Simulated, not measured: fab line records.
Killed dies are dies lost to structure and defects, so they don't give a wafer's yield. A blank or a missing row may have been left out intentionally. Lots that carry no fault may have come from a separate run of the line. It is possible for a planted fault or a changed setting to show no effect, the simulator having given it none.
What tool caused it? / flow sky130 / 33 wafers from 11 lots sampled at 2 of the route's 708 steps

## WHAT EACH GAUGE READ, for each wafer
SKY_NWELL_TW_MEAS_15.
lot=L224; measured=day 5 14:28; on=film-metro-01; NWELL_TW=1832 1819 1820
lot=L226; measured=day 5 22:00; on=film-metro-01; NWELL_TW=1822 1820 1822
lot=L225; measured=day 5 22:22; on=film-metro-01; NWELL_TW=1813 1822 1814
lot=L229; measured=day 6 05:34; on=film-metro-03; NWELL_TW=1801 1796 1793
lot=L234; measured=day 7 09:03; on=film-metro-03; NWELL_TW=1803 1796 1806
lot=L235; measured=day 7 13:07; on=film-metro-04; NWELL_TW=1774 1778 1769
lot=L239; measured=day 8 14:23; on=film-metro-01; NWELL_TW=1831 1840 1829
lot=L240; measured=day 8 21:53; on=film-metro-03; NWELL_TW=1804 1807 1807
lot=L241; measured=day 9 01:31; on=film-metro-04; NWELL_TW=1770 1770 1763
lot=L242; measured=day 9 07:35; on=film-metro-01; NWELL_TW=1829 1822 1831
lot=L243; measured=day 9 09:43; on=film-metro-03; NWELL_TW=1793 1802 1799

SKY_VT_ADJUST_HVTP_CD_MEAS_07: target cd 380 nm.
lot=L224; measured=day 7 02:53; on=cd-sem-02; cd-nm (nm)=380.5 380.1 378.9
lot=L226; measured=day 7 11:13; on=cd-sem-01; cd-nm (nm)=379.9 381.3 382.5
lot=L225; measured=day 7 11:50; on=cd-sem-01; cd-nm (nm)=382.3 381.3 383.4
lot=L229; measured=day 7 20:52; on=cd-sem-02; cd-nm (nm)=379.2 377.7 379.7
lot=L234; measured=day 9 02:28; on=cd-sem-02; cd-nm (nm)=376.5 380.1 380.7
lot=L235; measured=day 9 07:26; on=cd-sem-01; cd-nm (nm)=377.8 378.7 378.5
lot=L239; measured=day 10 10:25; on=cd-sem-01; cd-nm (nm)=382.3 381.4 383.2
lot=L240; measured=day 10 18:28; on=cd-sem-02; cd-nm (nm)=384.6 385.0 382.4
lot=L241; measured=day 10 22:41; on=cd-sem-02; cd-nm (nm)=379.0 379.8 378.7
lot=L242; measured=day 11 05:25; on=cd-sem-02; cd-nm (nm)=381.4 380.4 380.9
lot=L243; measured=day 11 06:35; on=cd-sem-02; cd-nm (nm)=380.1 380.2 378.8

## EACH LOT AND THE TOOL THAT RAN IT (in order: tool; ch and the chambers of the sampled wafers; start)
Before these readings, the record contains no process step.

## WHAT THE TOOLS THEMSELVES READ (means of the sampled wafers that have a number; where no wafer has one, the mark that the record gives instead)
The record holds no such reading with a usual standard deviation.

## THE ANSWER, worked out from the rows above alone
Rule: usual is defined by the lots themselves. The widest of any qualifying gaps counts: lots, ordered by their means at a reading, are off when they make up no more than a third of the lots, leave a main group of 4 or more, and stand apart from it by 3 or more times the standard deviation of that group's means. A main group is skipped when, at the precision printed for the reading in the tables above, its means are all equal. Also off: a lot with no number at a reading for which 4 or more lots have one. Any other lot the step has rows for is counted as sound. Order of review: gauges by route order, followed by the tools' own readings, for which a lot's mean as printed above is used. At the first step where some lot is off, the reading lying furthest off is the one used; lots without a number count as furthest.
Nothing can be told from this: no lot is off at any reading shown.

## WHAT THE SIMULATOR HAD PUT IN
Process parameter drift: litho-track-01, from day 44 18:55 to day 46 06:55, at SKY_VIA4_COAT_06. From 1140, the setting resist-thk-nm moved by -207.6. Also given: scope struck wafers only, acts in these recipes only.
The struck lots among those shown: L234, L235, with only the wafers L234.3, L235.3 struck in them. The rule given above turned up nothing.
